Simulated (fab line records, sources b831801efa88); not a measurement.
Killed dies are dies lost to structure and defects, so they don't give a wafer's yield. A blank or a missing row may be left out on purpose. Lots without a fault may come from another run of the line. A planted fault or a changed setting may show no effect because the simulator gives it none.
Which tool did it? | flow sky130 | 11 lots, 33 wafers sampled, at 2 steps of a route of 708

WHAT THE GAUGES READ, wafer by wafer
SKY_SONOS_ONO_OVL_MEAS_14.
lot  | measured     | on         | SONOS_ONO_OVL (nm)
L498 | day 12 19:37 | overlay-02 | 0.8 -0.2 0.9
L499 | day 14 19:08 | overlay-02 | 1.5 -0.8 3.4
L502 | day 14 21:41 | overlay-02 | -1.6 -2.1 -0.6
L504 | day 14 21:57 | overlay-02 | 1.3 0.1 2.0
L505 | day 15 04:40 | overlay-02 | 0.6 0.6 -0.1
L506 | day 15 08:37 | overlay-01 | -1.4 -0.1 0.0
L511 | day 17 05:20 | overlay-01 | 0.3 0.8 1.1
L512 | day 17 17:40 | overlay-02 | -1.2 -0.6 -0.1
L516 | day 19 15:04 | overlay-01 | -1.3 -0.4 -3.2
L517 | day 19 14:43 | overlay-02 | 0.1 0.1 0.2
L518 | day 19 17:44 | overlay-01 | 2.5 2.7 0.7

WHICH TOOL RAN EACH LOT (tool, then ch and the chambers of the sampled wafers, then the start)
lot  | SKY_PWDE_STRIP_09
L498 | plasma_asher-02 ch 0,1, day 4 01:08
L499 | plasma_asher-04 ch 0,1, day 4 06:10
L502 | plasma_asher-04 ch 0,1, day 4 22:04
L504 | plasma_asher-03 ch 0,1, day 5 12:59
L505 | plasma_asher-04 ch 0,1, day 5 16:34
L506 | plasma_asher-04 ch 0,1, day 5 21:40
L511 | plasma_asher-04 ch 0,1, day 7 04:58
L512 | plasma_asher-03 ch 0,1, day 7 10:46
L516 | plasma_asher-04 ch 0,1, day 8 15:56
L517 | plasma_asher-04 ch 0,1, day 8 17:37
L518 | plasma_asher-03 ch 0,1, day 8 22:37
- SKY_PWDE_STRIP_09: strips in O2/N2.

THE ANSWER, worked out from the rows above alone
Rule: what is usual is taken from the lots themselves. Put in order of their means at a reading, lots are off if they are a third of the lots or fewer, leave a main group of 4 or more, and stand apart from it by a gap of 3 or more times the standard deviation of the main group's means; of several such gaps the widest counts. A main group whose means are all the same, to the digits that the tables above print for the reading, isn't used. A lot without any number at a reading at which 4 lots or more have one is off too. The other lots that the step has rows for count as sound.
No lot is off at any reading shown: from this, nothing can be told.

WHAT THE SIMULATOR HAD PUT IN
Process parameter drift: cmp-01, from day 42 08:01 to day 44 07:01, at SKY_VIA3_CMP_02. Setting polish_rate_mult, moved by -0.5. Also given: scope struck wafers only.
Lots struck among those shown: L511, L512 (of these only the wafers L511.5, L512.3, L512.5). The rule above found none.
